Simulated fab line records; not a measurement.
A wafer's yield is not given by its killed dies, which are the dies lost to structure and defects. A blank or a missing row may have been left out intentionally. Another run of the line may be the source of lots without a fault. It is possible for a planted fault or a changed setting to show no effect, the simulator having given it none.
A lot that was struck, set against a sound lot	flow gf180mcu	15 out of 602 route steps
Sound: these wafers, L723.2, L723.4, L723.5. Wafers L712.1, L712.3, L712.6 were the ones struck. Last of all comes the cause.
Per side, at each step with rows, come the tool, then ch with its chambers, and then its first start. Under that, the readings that differ: sound wafers	struck wafers	difference of the means	sigmas: that difference in standard deviations of wafers without a fault.
alike: readings with means less than 2 such deviations apart, plus words and numbers identical on both sides. not compared: withheld readings, readings lacking a value on some wafer, bounds such as >300 that could conceal the same value, and numbers that have no deviation in the record and whose values overlap.
Wherever a step has rows on one side only, a row that says differs or no value, or a row with sigmas, the two part there. Numbers that don't overlap but have no deviation are shown without sigmas and don't part them. A reading missing from all wafers of one side parts the sides only when that side holds two or more wafers.

first, 7 steps without rows for these wafers: GF_DUAL_GATE_DEHYDRATE_04 (time 60 s); GF_DUAL_GATE_HMDS_05 (prime time 60 s); GF_DUAL_GATE_COAT_06 (resist thk 1000 nm); GF_DUAL_GATE_SOFTBAKE_07 (time 60 s); GF_DUAL_GATE_EXPOSE_08 (exposes mask Dualgate, target cd 700 nm); GF_DUAL_GATE_PEB_09; GF_DUAL_GATE_DEVELOP_10 (develop time 60 s).
GF_DUAL_GATE_OVL_MEAS_11:
  sound on overlay-02, day 12 12:04; struck on overlay-01, day 9 06:01
reading	sound	struck	difference	sigmas
DUAL_GATE_OVL (nm)	1.6 2.6 3.3	-2.5 -1.3 -2.0	-4.4	-3
then, 1 step without rows for these wafers: GF_DUAL_GATE_WET_ETCH_12 (etches SiO2 in dHF, target depth 13 nm, time 260 s).
GF_DUAL_GATE_STRIP_13: strips in O2/N2.
  sound on plasmaAsher-03 ch 0, day 12 12:10; struck on plasmaAsher-02 ch 0, day 9 06:07
reading	sound	struck	difference	sigmas
drypumpMotorCurrentA (A)	6.6 6.6 6.6	5.7 5.7 5.7	-0.9	-2
  alike: heaterPowerW, oesProductAu, platenTempC, stripTimeToEndpointS
  not compared: rfHoursCounterH
then, 2 steps without rows for these wafers: GF_DUAL_GATE_CLEAN_14 (cleans in SC1/SC2, time 150 s); GF_DUAL_GATE_OXIDATION_15 (stabilise 600 s, purge 300 s, target thk 7.098 nm).
GF_POLY_GATE_CVD_00: deposits poly-Si, target thk 200 nm, time 1200 s.
  sound on lpcvd-02 ch 1, day 12 15:05; struck on lpcvd-01 ch 0, day 9 09:46
reading	sound	struck	difference	sigmas
zonePowerUpperPct (%)	8.6 8.4 8.5	10.9 11.1 11.1	+2.5	+3
model.poly-Si_of_POLY_GATE_CVD_00.thkNm (nm)	199.4 198.4 199.2	77.02 78.42 76.86	-121.57	
GF_POLY_GATE_THK_MEAS_01:
  sound on filmMetro-03, day 12 16:26; struck on filmMetro-03, day 9 11:20
reading	sound	struck	difference	sigmas
POLY_GATE_CVD_00_THK (nm)	199.4 198.4 199.0	77.1 78.4 76.8	-121.5	-61
  not compared: hold
next, for these wafers, 1 step has no rows: GF_PASSIVATION_PROBE_99.

## WHERE THEY PART
At GF_DUAL_GATE_OVL_MEAS_11 first; at GF_POLY_GATE_THK_MEAS_01 last (within this record only).

WHY: the cause the simulator had injected
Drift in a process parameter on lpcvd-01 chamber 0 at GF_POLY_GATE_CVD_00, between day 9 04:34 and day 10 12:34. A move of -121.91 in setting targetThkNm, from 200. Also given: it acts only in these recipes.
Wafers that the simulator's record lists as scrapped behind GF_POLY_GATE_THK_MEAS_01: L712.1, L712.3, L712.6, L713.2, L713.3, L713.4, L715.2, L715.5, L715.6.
